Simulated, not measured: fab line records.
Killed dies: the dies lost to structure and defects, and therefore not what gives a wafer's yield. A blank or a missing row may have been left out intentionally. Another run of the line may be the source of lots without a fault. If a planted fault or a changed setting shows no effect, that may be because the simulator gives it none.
Which tool did it? + flow sky130 + 21 wafers from 7 lots sampled at 2 of the route's 708 steps

WHAT THE GAUGES READ, wafer by wafer
SKY_SD_N_CD_MEAS_07: the cd target is 380 nm.
| lot  | measured     | on        | cd_nm (nm)        |
|------|--------------|-----------|-------------------|
| L941 | day 29 00:34 | cd_sem-01 | 379.9 376.9 379.3 |
| L945 | day 30 03:42 | cd_sem-01 | 380.3 381.4 380.9 |
| L947 | day 31 01:05 | cd_sem-02 | 379.1 377.6 376.6 |
| L950 | day 32 12:20 | cd_sem-01 | 379.0 380.2 378.9 |
| L952 | day 32 22:57 | cd_sem-02 | 381.2 382.4 379.1 |
| L957 | day 33 12:16 | cd_sem-01 | 470.9 379.6 380.2 |
| L963 | day 35 16:25 | cd_sem-01 | 376.5 381.2 379.9 |

WHAT TOOL EACH LOT RAN ON (gives the tool, then ch and the chambers of the sampled wafers, and finally the start)
| lot  | SKY_SD_N_COAT_02                  |
|------|-----------------------------------|
| L941 | litho_track-04 ch 0, day 28 10:01 |
| L945 | litho_track-04 ch 0, day 29 13:52 |
| L947 | litho_track-02 ch 0, day 30 11:44 |
| L950 | litho_track-04 ch 0, day 31 22:56 |
| L952 | litho_track-03 ch 0, day 32 08:44 |
| L957 | litho_track-02 ch 0, day 32 23:13 |
| L963 | litho_track-04 ch 0, day 35 03:22 |
- SKY_SD_N_COAT_02: resist thk 1140 nm.

THE ANSWER, worked out from the rows above alone
Rule: the usual values come from the lots themselves. The widest of any qualifying gaps counts: lots, ordered by their means at a reading, are off when they make up no more than a third of the lots, leave a main group of 4 or more, and stand apart from it by 3 or more times the standard deviation of that group's means. A main group is skipped when, at the precision printed for the reading in the tables above, its means are all equal. A lot without any number at a reading at which 4 lots or more have one is off too. All remaining lots with rows at the step are treated as sound.
Off: L957 (SKY_SD_N_CD_MEAS_07, cd_nm). The main group: mean 379.5 nm, standard deviation 1.1.
If a tool, at a process step before that reading, ran all the lots that are off and no sound lot after the first of them, it fits. Those tools and the gauges at SKY_SD_N_CD_MEAS_07 are tried in the same way. One fits: litho_track-02 at SKY_SD_N_COAT_02. Its last sound lot is L947 (day 30 11:44), its first lot that is off L957 (day 32 23:13): a fault that began between those two fits.

WHAT THE SIMULATOR HAD INSERTED
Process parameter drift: litho_track-02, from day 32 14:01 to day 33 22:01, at SKY_SD_N_COAT_02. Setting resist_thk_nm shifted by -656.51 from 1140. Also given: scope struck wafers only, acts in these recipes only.
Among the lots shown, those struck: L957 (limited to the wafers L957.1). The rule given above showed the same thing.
